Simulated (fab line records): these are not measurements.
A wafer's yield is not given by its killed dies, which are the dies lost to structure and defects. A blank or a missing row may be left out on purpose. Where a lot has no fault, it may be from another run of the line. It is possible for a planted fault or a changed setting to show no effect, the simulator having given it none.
2 desks, one fault	flow sky130	each desk has only its own numbers; what lay behind them comes last

== FOR THE TOOL OWNER'S DESK: plasmaAsher-02 ==
The tool's own readings at SKY_SONOS_ONO_STRIP_17 (strips in O2/N2): means of the sampled wafers that have a number, for each lot that ran on this tool. The brackets show how far a lot's mean lies from the usual mean; more than 4 standard deviations puts the lot out of limits, marked OUT.
Columns: A = drypumpMotorCurrentA at SKY_SONOS_ONO_STRIP_17, usual 5.85 A; B = oesProductAu at SKY_SONOS_ONO_STRIP_17, usual 0.709 a.u.; C = stripTimeToEndpointS at SKY_SONOS_ONO_STRIP_17, usual 14.09 s
lot	first seen here	A	B	C
L177	day 13 11:59	5.83	0.714	14.07
L183	day 15 10:12	5.83	0.874 (+35) OUT	-
L192	day 18 03:23	5.92	0.708	14.04
L196	day 19 16:19	5.84	0.712	14.09
L199	day 20 16:07	5.83	0.711	14.14
Finding of this desk: L183 out of limits; the first was L183 at day 15 10:12, on oesProductAu at SKY_SONOS_ONO_STRIP_17. Within limits: L177, L192, L196, L199.

== AT THE METROLOGY DESK ==
Lot by lot, what the gauges showed, no matter which tool ran the lot: averages of those sampled wafers that carry a number. The brackets show how far a lot's mean lies from the usual mean; more than 4 standard deviations puts the lot out of limits, marked OUT.
Columns: A = NWELL_TW at SKY_NWELL_TW_MEAS_15, usual 1813; B = VT_ADJUST_LVTN_01_OVL at SKY_VT_ADJUST_LVTN_OVL_MEAS_18, usual 0.4 nm
lot	first seen here	A	B
L176	day 4 16:41	1808	-0.4
L178	day 5 00:09	1809	-0.4
L177	day 5 00:30	1809	0.8
L183	day 6 11:05	1829	1.9
L184	day 6 15:38	1820	-1.1
L185	day 6 20:55	1820	0.9
L192	day 8 12:55	1825	0.3
L194	day 8 21:14	1802	-0.8
L195	day 9 03:50	1807	-2.2
L196	day 9 11:23	1817	-0.5
L197	day 9 20:31	1807	0.4
L199	day 10 03:20	1820	1.6
Result from this desk: across the 12 lots, nothing is out of limits.

== PUT TOGETHER ==
An alarm could have come from the tool owner's desk at day 15 10:12, on L183.
From the metrology desk's view, nothing was out of limits.
The metrology desk holds a record of L183, inside its limits.
All the named lots went through SKY_SONOS_ONO_STRIP_17 on plasmaAsher-02.

== WHAT HAD BEEN PUT IN BY THE SIMULATOR ==
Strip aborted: plasmaAsher-02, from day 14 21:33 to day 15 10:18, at SKY_SONOS_ONO_STRIP_17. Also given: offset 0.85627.
Lots struck among those shown: L183.
Hours from the fault's start to each desk's first reading out of limits: the tool owner's desk, 13.
